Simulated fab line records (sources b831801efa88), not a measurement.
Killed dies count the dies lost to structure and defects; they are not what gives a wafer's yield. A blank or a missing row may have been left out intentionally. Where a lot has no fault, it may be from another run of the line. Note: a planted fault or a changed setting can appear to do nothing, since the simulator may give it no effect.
fab line records + flow sky130
record
- lots=7
- wafers=21
- lastDay=50
route steps=708 shown METAL1@436 PAD_OPEN@708
lots untouched by any fault: they come from a run of this same line in which no faults occurred
startH: hours from the record's opening day to when the first of the lot's shown wafers began + waitH: time in hours since the lot's previous step + " same as the row above + L1.1+2: several wafers, shown together as one row + - value missing, or start not given + * or withheld: withheld + < > ~ a bound
route shown NAME@n: a module of which the file shows steps, and the number in the route of the first + usual: the fault-free wafers' mean and standard deviation + same: alike in all rows + chamber/n: place in a boat + sites: per-site readings + _std_site: the standard deviation of these + _edge_site: mean of outer sites minus mean of inner sites + radiusMm: how far each site lies from the wafer's centre + mask NAME#n: copy n + behind: the last tool/chamber to shape the wafer + hold: the reason the lot was held/the length of the hold in hours/how it ended + device: transistor that didn't switch, given as n, p or np + end of line: the same wafers' tests at the end of the route + for a step that has no rows: nothing shown but its recipe + killed: dies lost to structure and defects at the first sort, not the wafer's yield + map: the dies of a wafer, with x for killed, . for not killed, _ for no die there
set.NAME: the run value of the setting; set.NAME@STEP: its run value at that earlier step + model.NAME: the simulator's own value behind a step, which no gauge read
lots seen at some steps along the route; tables by step, rows by wafer
services: from which hour (startH, from the record's first day; less than 0 if before it) a tool's chamber was out of use, for how many hours, and why
## steps
# step SKY_METAL1_SPUTTER_02
# recipe
- material=AlCu
- targetThkNm=250
- powerW=10600
- timeS=13.3
- chamberPressurePa=0.4
# usual
- throttleValvePct=30.0/0.92
# same
- timeS=13.3
| lot.wafer | tool          | chamber | startH | waitH | throttleValvePct |
|-----------|---------------|---------|--------|-------|------------------|
| L807.1    | pvdSputter-01 | -       | 766.46 | 0.0   | 29.8             |
| L807.4    | "             | -       | "      | "     | 28.4             |
| L807.5    | "             | -       | "      | "     | 29.8             |
| L806.1    | pvdSputter-03 | -       | 770.46 | 0.0   | 29.4             |
| L806.2    | "             | -       | "      | "     | 30.1             |
| L806.6    | "             | -       | "      | "     | 29.4             |
| L819.1    | pvdSputter-04 | -       | 869.11 | 0.0   | 32.3             |
| L819.3    | "             | -       | "      | "     | 30.2             |
| L819.5    | "             | -       | "      | "     | 32.7             |
| L820.1    | pvdSputter-03 | -       | 874.25 | 0.0   | 31.4             |
| L820.3    | "             | -       | "      | "     | 29.7             |
| L820.5    | "             | -       | "      | "     | 29.2             |
| L821.2    | pvdSputter-03 | -       | 882.12 | 0.0   | 31.7             |
| L821.4    | "             | -       | "      | "     | 30.3             |
| L821.5    | "             | -       | "      | "     | 30.3             |
| L823.2    | pvdSputter-03 | -       | 897.40 | 0.0   | 29.6             |
| L823.3    | "             | -       | "      | "     | 31.5             |
| L823.6    | "             | -       | "      | "     | 29.4             |
| L824.2    | pvdSputter-03 | -       | 900.01 | 0.0   | 30.1             |
| L824.5    | "             | -       | "      | "     | 30.0             |
| L824.6    | "             | -       | "      | "     | 31.7             |
# step SKY_METAL1_SPUTTER_03
# recipe
- material=Ti
- targetThkNm=5
- powerW=3000
- timeS=3.3
- chamberPressurePa=0.4
# usual
- throttleValvePct=30.0/0.96
# same
- timeS=3.3
| lot.wafer | tool          | chamber | startH | waitH | throttleValvePct |
|-----------|---------------|---------|--------|-------|------------------|
| L807.1    | pvdSputter-01 | -       | 766.48 | 0.0   | 29.8             |
| L807.4    | "             | -       | "      | "     | 28.4             |
| L807.5    | "             | -       | "      | "     | 29.9             |
| L806.1    | pvdSputter-03 | -       | 770.48 | 0.0   | 29.6             |
| L806.2    | "             | -       | "      | "     | 30.1             |
| L806.6    | "             | -       | "      | "     | 29.7             |
| L819.1    | pvdSputter-04 | -       | 869.14 | 0.0   | 32.7             |
| L819.3    | "             | -       | "      | "     | 29.9             |
| L819.5    | "             | -       | "      | "     | 32.5             |
| L820.1    | pvdSputter-03 | -       | 874.27 | 0.0   | 31.3             |
| L820.3    | "             | -       | "      | "     | 29.6             |
| L820.5    | "             | -       | "      | "     | 29.4             |
| L821.2    | pvdSputter-03 | -       | 882.14 | 0.0   | 31.7             |
| L821.4    | "             | -       | "      | "     | 30.1             |
| L821.5    | "             | -       | "      | "     | 30.2             |
| L823.2    | pvdSputter-03 | -       | 897.43 | 0.0   | 29.5             |
| L823.3    | "             | -       | "      | "     | 31.6             |
| L823.6    | "             | -       | "      | "     | 29.4             |
| L824.2    | pvdSputter-03 | -       | 900.03 | 0.0   | 30.3             |
| L824.5    | "             | -       | "      | "     | 30.4             |
| L824.6    | "             | -       | "      | "     | 31.5             |
# step SKY_METAL1_SPUTTER_04
# recipe
- material=TiN
- targetThkNm=70
- powerW=6500
- timeS=58.3
- chamberPressurePa=0.4
# usual
- throttleValvePct=30.0/0.93
# same
- timeS=58.3
| lot.wafer | tool          | chamber | startH | waitH | throttleValvePct |
|-----------|---------------|---------|--------|-------|------------------|
| L807.1    | pvdSputter-01 | -       | 766.50 | 0.0   | 29.6             |
| L807.4    | "             | -       | "      | "     | 28.4             |
| L807.5    | "             | -       | "      | "     | 29.7             |
| L806.1    | pvdSputter-03 | -       | 770.50 | 0.0   | 29.5             |
| L806.2    | "             | -       | "      | "     | 30.5             |
| L806.6    | "             | -       | "      | "     | 29.5             |
| L819.1    | pvdSputter-04 | -       | 869.16 | 0.0   | 32.6             |
| L819.3    | "             | -       | "      | "     | 30.1             |
| L819.5    | "             | -       | "      | "     | 32.6             |
| L820.1    | pvdSputter-03 | -       | 874.29 | 0.0   | 31.4             |
| L820.3    | "             | -       | "      | "     | 29.5             |
| L820.5    | "             | -       | "      | "     | 29.4             |
| L821.2    | pvdSputter-03 | -       | 882.16 | 0.0   | 31.5             |
| L821.4    | "             | -       | "      | "     | 30.2             |
| L821.5    | "             | -       | "      | "     | 30.2             |
| L823.2    | pvdSputter-03 | -       | 897.44 | 0.0   | 29.8             |
| L823.3    | "             | -       | "      | "     | 31.6             |
| L823.6    | "             | -       | "      | "     | 30.0             |
| L824.2    | pvdSputter-03 | -       | 900.05 | 0.0   | 30.3             |
| L824.5    | "             | -       | "      | "     | 30.1             |
| L824.6    | "             | -       | "      | "     | 31.4             |
# step SKY_METAL1_RS_MEAS_05
# recipe
- thkMeasGauge=four-point-probe
- reads=TiN_of_METAL1_SPUTTER_04+Ti_of_METAL1_SPUTTER_03+AlCu_of_METAL1_SPUTTER_02+TiN_of_METAL1_SPUTTER_01+Ti_of_METAL1_SPUTTER_00
# usual
- METAL1_ALCU_RS=0.1260/0.0013
| lot.wafer | tool         | chamber | startH | waitH | METAL1_ALCU_RS[ohm/sq] |
|-----------|--------------|---------|--------|-------|------------------------|
| L807.1    | filmMetro-03 | -       | 766.55 | 0.0   | 0.1268                 |
| L807.4    | "            | -       | "      | "     | 0.1270                 |
| L807.5    | "            | -       | "      | "     | 0.1264                 |
| L806.1    | filmMetro-01 | -       | 770.55 | 0.0   | 0.1264                 |
| L806.2    | "            | -       | "      | "     | 0.1266                 |
| L806.6    | "            | -       | "      | "     | 0.1274                 |
| L819.1    | filmMetro-01 | -       | 869.20 | 0.0   | 0.1266                 |
| L819.3    | "            | -       | "      | "     | 0.1281                 |
| L819.5    | "            | -       | "      | "     | 0.1261                 |
| L820.1    | filmMetro-04 | -       | 874.34 | 0.0   | 0.1249                 |
| L820.3    | "            | -       | "      | "     | 0.1255                 |
| L820.5    | "            | -       | "      | "     | 0.1247                 |
| L821.2    | filmMetro-03 | -       | 882.23 | 0.0   | 0.1271                 |
| L821.4    | "            | -       | "      | "     | 0.1287                 |
| L821.5    | "            | -       | "      | "     | 0.1286                 |
| L823.2    | filmMetro-03 | -       | 897.51 | 0.0   | 0.1261                 |
| L823.3    | "            | -       | "      | "     | 0.1263                 |
| L823.6    | "            | -       | "      | "     | 0.1257                 |
| L824.2    | filmMetro-04 | -       | 900.12 | 0.0   | 0.1245                 |
| L824.5    | "            | -       | "      | "     | 0.1236                 |
| L824.6    | "            | -       | "      | "     | 0.1239                 |
# step SKY_METAL1_THK_MEAS_06
# recipe
- thkMeasGauge=xrf
- reads=AlCu_of_METAL1_SPUTTER_02
# usual
- METAL1_ALCU_THK=249.8/2.7
| lot.wafer | tool         | chamber | startH | waitH | METAL1_ALCU_THK[nm] |
|-----------|--------------|---------|--------|-------|---------------------|
| L807.1    | filmMetro-03 | -       | 766.67 | 0.1   | 249.3               |
| L807.4    | "            | -       | "      | "     | 249.3               |
| L807.5    | "            | -       | "      | "     | 252.0               |
| L806.1    | filmMetro-01 | -       | 770.67 | 0.1   | 249.3               |
| L806.2    | "            | -       | "      | "     | 248.3               |
| L806.6    | "            | -       | "      | "     | 246.6               |
| L819.1    | filmMetro-01 | -       | 869.32 | 0.1   | 247.3               |
| L819.3    | "            | -       | "      | "     | 246.0               |
| L819.5    | "            | -       | "      | "     | 249.9               |
| L820.1    | filmMetro-04 | -       | 874.46 | 0.1   | 250.7               |
| L820.3    | "            | -       | "      | "     | 250.7               |
| L820.5    | "            | -       | "      | "     | 252.2               |
| L821.2    | filmMetro-03 | -       | 882.34 | 0.1   | 249.9               |
| L821.4    | "            | -       | "      | "     | 249.2               |
| L821.5    | "            | -       | "      | "     | 244.5               |
| L823.2    | filmMetro-03 | -       | 897.62 | 0.1   | 250.4               |
| L823.3    | "            | -       | "      | "     | 249.0               |
| L823.6    | "            | -       | "      | "     | 250.3               |
| L824.2    | filmMetro-04 | -       | 900.23 | 0.1   | 253.8               |
| L824.5    | "            | -       | "      | "     | 255.6               |
| L824.6    | "            | -       | "      | "     | 252.4               |
# step SKY_METAL1_DEHYDRATE_07
# recipe
- tempC=200
- timeS=60
# step SKY_METAL1_HMDS_08
# recipe
- primeTimeS=60
- primeTempC=120
# step SKY_METAL1_COAT_09
# recipe
- resist=BARC
- tempC=withheld
- timeS=withheld
- spinRpm=3000
- resistThkNm=60
# step SKY_METAL1_COAT_10
# recipe
- resist=KrF-thick
- spinRpm=3000
- resistThkNm=450
# step SKY_METAL1_SOFTBAKE_11
# recipe
- tempC=100
- timeS=90
- resist=KrF-thick
# step SKY_METAL1_EXPOSE_12
# recipe
- maskId=MM1
- na=0.8
- sourceShape=annular
- sigmaInner=0.55
- sigmaOuter=0.85
- targetCdNm=140
- doseMj=28
# step SKY_METAL1_PEB_13
# recipe
- pebTempC=withheld
- pebTimeS=withheld
- resist=KrF-thick
# step SKY_METAL1_DEVELOP_14
# recipe
- developTimeS=60
- resist=KrF-thick
- devTempC=21
# usual
- chillPlateTempC=23.00/0.11
- developerTempC=21.00/0.11
| lot.wafer | tool          | chamber | startH | waitH | chillPlateTempC | developerTempC |
|-----------|---------------|---------|--------|-------|-----------------|----------------|
| L807.1    | lithoTrack-04 | 0       | 792    | -     | 23.12           | 21.17          |
| L807.4    | "             | 0       | "      | "     | 23.03           | 21.13          |
| L807.5    | "             | 0       | "      | "     | 22.84           | 21.10          |
| L806.1    | lithoTrack-03 | 0       | 795    | -     | 23.10           | 20.89          |
| L806.2    | "             | 0       | "      | "     | 23.08           | 20.84          |
| L806.6    | "             | 0       | "      | "     | 22.96           | 20.88          |
| L819.1    | lithoTrack-03 | 0       | 893    | -     | 22.96           | 21.14          |
| L819.3    | "             | 0       | "      | "     | 22.98           | 20.92          |
| L819.5    | "             | 0       | "      | "     | 22.83           | 21.03          |
| L820.1    | lithoTrack-04 | 0       | 900    | -     | 23.05           | 20.35          |
| L820.3    | "             | 0       | "      | "     | 22.97           | 20.44          |
| L820.5    | "             | 0       | "      | "     | 23.08           | 20.39          |
| L821.2    | lithoTrack-04 | 0       | 907    | -     | 23.02           | 20.38          |
| L821.4    | "             | 0       | "      | "     | 22.87           | 20.37          |
| L821.5    | "             | 0       | "      | "     | 23.05           | 20.43          |
| L823.2    | lithoTrack-03 | 0       | 922    | -     | 23.03           | 21.03          |
| L823.3    | "             | 0       | "      | "     | 23.10           | 21.09          |
| L823.6    | "             | 0       | "      | "     | 23.01           | 20.97          |
| L824.2    | lithoTrack-04 | 0       | 925    | -     | 23.02           | 20.43          |
| L824.5    | "             | 0       | "      | "     | 22.98           | 20.30          |
| L824.6    | "             | 0       | "      | "     | 23.02           | 20.41          |
# step SKY_METAL1_CD_MEAS_15
# recipe
- targetCdNm=140
# usual
- cdNm=139.7/1.6
| lot.wafer | tool     | chamber | startH | waitH | cdNm  |
|-----------|----------|---------|--------|-------|-------|
| L807.1    | cdSem-02 | -       | 792.54 | -     | 142.2 |
| L807.4    | "        | -       | "      | "     | 142.2 |
| L807.5    | "        | -       | "      | "     | 140.2 |
| L806.1    | cdSem-01 | -       | 796.00 | -     | 138.2 |
| L806.2    | "        | -       | "      | "     | 138.4 |
| L806.6    | "        | -       | "      | "     | 138.2 |
| L819.1    | cdSem-01 | -       | 893.90 | -     | 138.6 |
| L819.3    | "        | -       | "      | "     | 137.6 |
| L819.5    | "        | -       | "      | "     | 138.3 |
| L820.1    | cdSem-02 | -       | 900.24 | -     | 140.8 |
| L820.3    | "        | -       | "      | "     | 140.1 |
| L820.5    | "        | -       | "      | "     | 141.5 |
| L821.2    | cdSem-02 | -       | 907.76 | -     | 138.9 |
| L821.4    | "        | -       | "      | "     | 139.5 |
| L821.5    | "        | -       | "      | "     | 139.4 |
| L823.2    | cdSem-01 | -       | 922.87 | -     | 140.9 |
| L823.3    | "        | -       | "      | "     | 140.4 |
| L823.6    | "        | -       | "      | "     | 140.2 |
| L824.2    | cdSem-01 | -       | 925.71 | -     | 141.4 |
| L824.5    | "        | -       | "      | "     | 143.0 |
| L824.6    | "        | -       | "      | "     | 141.6 |
# step SKY_PAD_OPEN_PROBE_99
# usual
- defectLimitedYield=82.6/1.9
- killed_at_M0_to_M3=43/7
- killed_at_M4_up=3.1/2
- killedAtContacts=24/5.3
- killedAtFrontEnd=15/4.2
- killedAtOther=0.4/0.66
- killedDies=86/9.5
- killedOpen=47/7.4
- killedShort=38/6.2
- sort_bin_3_pad_short=0.9/0.44
- sort_bin_5_function=10.2/1.4
- sort_bin_6_memory=6.4/1.1
- sortNPass=406/9.5
- sortYieldPct=82.6/1.9
# same
- grossDies=492
- killedAtBackSide=0
- sort_bin_4_leakage[%]=0
- sort_bin_8_speed[%]=0
| lot.wafer | tool      | chamber | startH  | waitH | defectLimitedYield[%] | killed_at_M0_to_M3 | killed_at_M4_up | killedAtContacts | killedAtFrontEnd | killedAtOther | killedDies | killedOpen | killedShort | sort_bin_3_pad_short[%] | sort_bin_5_function[%] | sort_bin_6_memory[%] | sortNPass | sortYieldPct[%] |
|-----------|-----------|---------|---------|-------|-----------------------|--------------------|-----------------|------------------|------------------|---------------|------------|------------|-------------|-------------------------|------------------------|----------------------|-----------|-----------------|
| L807.1    | prober-01 | -       | 1098.39 | 0.1   | 80.7                  | 47                 | 4               | 27               | 17               | 0             | 95         | 47         | 47          | 1.2                     | 11.6                   | 6.5                  | 397       | 80.7            |
| L807.4    | prober-01 | -       | 1098.54 | 0.2   | 80.9                  | 48                 | 8               | 24               | 13               | 1             | 94         | 55         | 37          | 1.8                     | 9.6                    | 7.7                  | 398       | 80.9            |
| L807.5    | prober-01 | -       | 1098.59 | 0.2   | 84.1                  | 37                 | 4               | 26               | 11               | 0             | 78         | 42         | 36          | 0.6                     | 10.6                   | 4.7                  | 414       | 84.1            |
| L819.1    | prober-01 | -       | 1172.35 | 0.1   | 82.7                  | 36                 | 3               | 26               | 20               | 0             | 85         | 53         | 32          | 1.6                     | 8.3                    | 7.3                  | 407       | 82.7            |
| L819.3    | prober-01 | -       | 1172.45 | 0.2   | 81.5                  | 53                 | 1               | 22               | 15               | 0             | 91         | 45         | 46          | 1.0                     | 10.6                   | 6.9                  | 401       | 81.5            |
| L819.5    | prober-01 | -       | 1172.55 | 0.2   | 82.1                  | 49                 | 2               | 21               | 16               | 0             | 88         | 49         | 39          | 0.6                     | 10.4                   | 6.9                  | 404       | 82.1            |
| L820.1    | prober-02 | -       | 1177.35 | 0.1   | 82.7                  | 44                 | 2               | 21               | 17               | 1             | 85         | 53         | 31          | 0.6                     | 10.8                   | 5.9                  | 407       | 82.7            |
| L820.3    | prober-02 | -       | 1177.45 | 0.2   | 85.2                  | 42                 | 1               | 15               | 13               | 2             | 73         | 35         | 38          | 1.0                     | 8.3                    | 5.5                  | 419       | 85.2            |
| L820.5    | prober-02 | -       | 1177.55 | 0.2   | 83.7                  | 35                 | 5               | 18               | 22               | 0             | 80         | 43         | 36          | 0.8                     | 8.1                    | 7.3                  | 412       | 83.7            |
| L821.2    | prober-01 | -       | 1181.77 | 0.1   | 82.5                  | 42                 | 3               | 23               | 17               | 1             | 86         | 42         | 43          | 1.0                     | 10.8                   | 5.7                  | 406       | 82.5            |
| L821.4    | prober-01 | -       | 1181.87 | 0.2   | 81.7                  | 45                 | 3               | 26               | 15               | 1             | 90         | 56         | 34          | 0.6                     | 10.2                   | 7.5                  | 402       | 81.7            |
| L821.5    | prober-01 | -       | 1181.92 | 0.2   | 81.5                  | 45                 | 4               | 30               | 12               | 0             | 91         | 61         | 30          | 0.4                     | 11.6                   | 6.5                  | 401       | 81.5            |
| L823.2    | prober-01 | -       | 1190.73 | 0.1   | 82.9                  | 43                 | 3               | 19               | 19               | 0             | 84         | 50         | 34          | 1.8                     | 9.3                    | 5.9                  | 408       | 82.9            |
| L823.3    | prober-01 | -       | 1190.78 | 0.2   | 81.9                  | 44                 | 0               | 29               | 16               | 0             | 89         | 53         | 36          | 1.4                     | 10.6                   | 6.1                  | 403       | 81.9            |
| L823.6    | prober-01 | -       | 1190.93 | 0.2   | 82.5                  | 58                 | 3               | 14               | 11               | 0             | 86         | 39         | 47          | 0.6                     | 10.2                   | 6.7                  | 406       | 82.5            |
# killed by level:class
L807.1 VIA2:geometricParticle:open=11 VIA1:geometricParticle:open=11 CONTACT:geometricParticle:open=9 CONTACT:geometricParticle:short=8 METAL2:geometricParticle:short=7 POLY_GATE:geometricParticle:open=6 LOCAL_INTERCONNECT:geometricParticle:short=6 FIELD_ISO:geometricParticle:short=5
L807.4 CONTACT:geometricParticle:open=14 VIA1:geometricParticle:open=13 VIA3:geometricParticle:open=7 METAL2:geometricParticle:short=7 VIA2:geometricParticle:short=5 METAL4:geometricParticle:short=5 FIELD_ISO:geometricParticle:open=4 VIA2:geometricParticle:open=4
L807.5 CONTACT:geometricParticle:open=10 METAL2:geometricParticle:short=10 LI_CONTACT:geometricParticle:open=8 VIA1:geometricParticle:open=7 VIA3:geometricParticle:open=6 CONTACT:geometricParticle:short=5 VIA2:geometricParticle:open=5 POLY_GATE:geometricParticle:short=4
L819.1 VIA1:geometricParticle:open=16 LI_CONTACT:geometricParticle:open=12 FIELD_ISO:geometricParticle:open=7 CONTACT:geometricParticle:open=7 LOCAL_INTERCONNECT:geometricParticle:short=5 VIA1:geometricParticle:short=5 FIELD_ISO:geometricParticle:short=3 POLY_GATE:geometricParticle:short=3
L819.3 VIA1:geometricParticle:open=10 VIA2:geometricParticle:open=9 METAL3:geometricParticle:short=8 LI_CONTACT:geometricParticle:open=7 CONTACT:geometricParticle:short=7 METAL1:geometricParticle:short=7 VIA3:geometricParticle:short=5 VIA3:geometricParticle:open=5
L819.5 VIA1:geometricParticle:open=15 FIELD_ISO:geometricParticle:open=8 LI_CONTACT:geometricParticle:open=8 CONTACT:geometricParticle:open=8 METAL1:geometricParticle:short=7 VIA1:geometricParticle:short=6 METAL2:geometricParticle:short=6 VIA2:geometricParticle:open=6
L820.1 VIA1:geometricParticle:open=11 LI_CONTACT:geometricParticle:open=9 VIA3:geometricParticle:open=8 CONTACT:geometricParticle:open=6 VIA2:geometricParticle:open=6 POLY_GATE:geometricParticle:short=4 POLY_GATE:geometricParticle:open=4 METAL1:geometricParticle:short=4
L820.3 VIA1:geometricParticle:open=9 VIA1:geometricParticle:short=6 VIA2:geometricParticle:open=6 CONTACT:geometricParticle:open=5 METAL2:geometricParticle:short=5 VIA3:geometricParticle:open=5 FIELD_ISO:geometricParticle:open=4 POLY_GATE:geometricParticle:short=4
L820.5 LI_CONTACT:geometricParticle:open=8 POLY_GATE:geometricParticle:open=7 VIA1:geometricParticle:open=7 VIA3:geometricParticle:open=5 FIELD_ISO:geometricParticle:open=4 POLY_GATE:geometricParticle:short=4 METAL1:geometricParticle:short=4 METAL2:geometricParticle:short=4
L821.2 VIA1:geometricParticle:open=12 CONTACT:geometricParticle:open=10 METAL2:geometricParticle:short=10 LI_CONTACT:geometricParticle:open=6 POLY_GATE:geometricParticle:short=5 FIELD_ISO:geometricParticle:short=4 LI_CONTACT:geometricParticle:short=4 VIA1:geometricParticle:short=4
L821.4 VIA1:geometricParticle:open=12 CONTACT:geometricParticle:open=10 METAL2:geometricParticle:short=7 LI_CONTACT:geometricParticle:open=6 VIA3:geometricParticle:open=6 FIELD_ISO:geometricParticle:open=5 LOCAL_INTERCONNECT:geometricParticle:short=5 VIA2:geometricParticle:open=5
L821.5 VIA1:geometricParticle:open=16 CONTACT:geometricParticle:open=14 LI_CONTACT:geometricParticle:open=8 VIA3:geometricParticle:open=8 FIELD_ISO:geometricParticle:open=5 POLY_GATE:geometricParticle:short=4 METAL2:geometricParticle:short=3 LOCAL_INTERCONNECT:geometricParticle:short=3
L823.2 VIA1:geometricParticle:open=14 LI_CONTACT:geometricParticle:open=8 CONTACT:geometricParticle:open=8 FIELD_ISO:geometricParticle:open=6 POLY_GATE:geometricParticle:short=6 METAL1:geometricParticle:short=6 VIA3:geometricParticle:short=5 VIA1:geometricParticle:short=4
L823.3 VIA1:geometricParticle:open=14 CONTACT:geometricParticle:open=12 LI_CONTACT:geometricParticle:open=6 VIA2:geometricParticle:open=6 CONTACT:geometricParticle:short=6 METAL1:geometricParticle:short=6 VIA1:geometricParticle:short=4 VIA3:geometricParticle:open=4
L823.6 VIA2:geometricParticle:open=11 VIA1:geometricParticle:open=10 METAL1:geometricParticle:short=10 CONTACT:geometricParticle:open=9 METAL2:geometricParticle:short=8 VIA2:geometricParticle:short=6 FIELD_ISO:geometricParticle:short=4 VIA1:geometricParticle:short=4
## services
| tool          | chamber | startH | hours | kind                     |
|---------------|---------|--------|-------|--------------------------|
| pvdSputter-03 | -       | 763.60 | 1.4   | repair                   |
| pvdSputter-01 | -       | 767.06 | 4.4   | repair                   |
| pvdSputter-01 | -       | 806.28 | 0.7   | repair                   |
| pvdSputter-04 | -       | 816.39 | 3.8   | repair                   |
| lithoTrack-03 | -       | 824.03 | -     | consumableReplace:filter |
| pvdSputter-03 | -       | 824.07 | 3.8   | repair                   |
| pvdSputter-01 | -       | 858.52 | 5.7   | repair                   |
## key
firstSign
- step=SKY_METAL1_DEVELOP_14
- reading=developerTempC
- direction=down
- sigmas=5.3
- usual=*
- struck=*
effect none on later readings
metAt SKY_METAL1_DEVELOP_14
struckWafers L820.1,L820.3,L820.5,L821.2,L821.4,L821.5,L824.2,L824.5,L824.6
onsetBetween 792 900
fault
- kind=processParameterDrift
- tool=lithoTrack-04
- chamber=-
- onsetH=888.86
- steps=SKY_METAL1_DEVELOP_14
- channel=devTempC
- offset=*
- shape=step
- endH=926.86
- actsIn=*
- stated=*
